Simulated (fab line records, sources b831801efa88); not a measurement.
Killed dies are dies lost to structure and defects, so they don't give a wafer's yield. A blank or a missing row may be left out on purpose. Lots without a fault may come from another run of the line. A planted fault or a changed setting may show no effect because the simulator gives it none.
Chamber matching | flow sky130 | SKY_VIA2_ETCH_14 on rie_diel-01: 4 sister chambers
The step etches BARC in N2/H2, stops on SiO2, time 45.9 s, target depth 60 nm. 14 wafers are shown with their chamber, then 7 later ones without.

WAFERS WITH THEIR CHAMBER
wafer  | chamber | drypump_motor_current_A (A) | chamber_pressure_mTorr (mTorr) | throttle_valve_pct (%)
L076.1 | 1       | 5.0                         | 29.963                         | 13.234
L076.2 | 3       | 5.1                         | 30.014                         | 13.220
L076.4 | 2       | 6.1                         | 30.017                         | 13.227
L078.3 | 1       | 5.0                         | 29.965                         | 13.231
L078.4 | 3       | 5.1                         | 30.007                         | 13.239
L078.5 | 2       | 6.0                         | 29.978                         | 13.244
L082.2 | 2       | 6.1                         | 30.016                         | 13.237
L082.3 | 1       | 5.0                         | 30.006                         | 13.223
L082.6 | 1       | 5.0                         | 30.012                         | 13.236
L085.1 | 3       | 5.1                         | 30.019                         | 13.221
L085.2 | 1       | 5.0                         | 29.994                         | 13.223
L085.5 | 0       | 5.5                         | 30.032                         | 13.219
L086.1 | 3       | 5.1                         | 29.975                         | 13.238
L086.2 | 2       | 6.1                         | 29.982                         | 13.221

SIGNATURES (means of the wafers above)
reading                 | chamber 0 | chamber 1 | chamber 2 | chamber 3 | scatter within a chamber
drypump_motor_current_A | 5.500     | 5.000     | 6.075     | 5.100     | 0.0274
chamber_pressure_mTorr  | 30.03200  | 29.98800  | 29.99825  | 30.00375  | 0.0215
throttle_valve_pct      | 13.21900  | 13.22940  | 13.23225  | 13.22950  | 0.00888
Rule: a wafer's distance from a chamber is the root of the sum, over the readings, of the square of ((its reading less the chamber's mean) divided by the reading's scatter). The wafer belongs to the nearest chamber; if the next one is less than 2 further off, it can't be placed. The scatter: the root of (the sum of the squares of (reading less its chamber's mean) over the shown wafers, divided by (wafers less chambers)).

WAFERS WITHOUT THEIR CHAMBER
wafer  | drypump_motor_current_A (A) | chamber_pressure_mTorr (mTorr) | throttle_valve_pct (%)
L086.6 | 5.0                         | 30.014                         | 13.213
L092.1 | 5.5                         | 30.024                         | 13.232
L092.2 | 6.1                         | 29.994                         | 13.250
L092.6 | 5.5                         | 30.007                         | 13.237
L094.2 | 5.0                         | 30.012                         | 13.227
L094.4 | 5.5                         | 30.007                         | 13.254
L094.6 | 5.5                         | 29.986                         | 13.226

WHICH CHAMBER EACH WENT THROUGH
wafer  | from the rows above     | in truth
L086.6 | can't be placed: 1 or 3 | 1
L092.1 | 0                       | 0
L092.2 | 2                       | 2
L092.6 | 0                       | 0
L094.2 | 1                       | 1
L094.4 | 0                       | 0
L094.6 | 0                       | 0
Placed correctly: 6 of 7. Can't be placed from these rows: 1 (the true chamber is among the candidates in 1). Placed wrongly: 0.
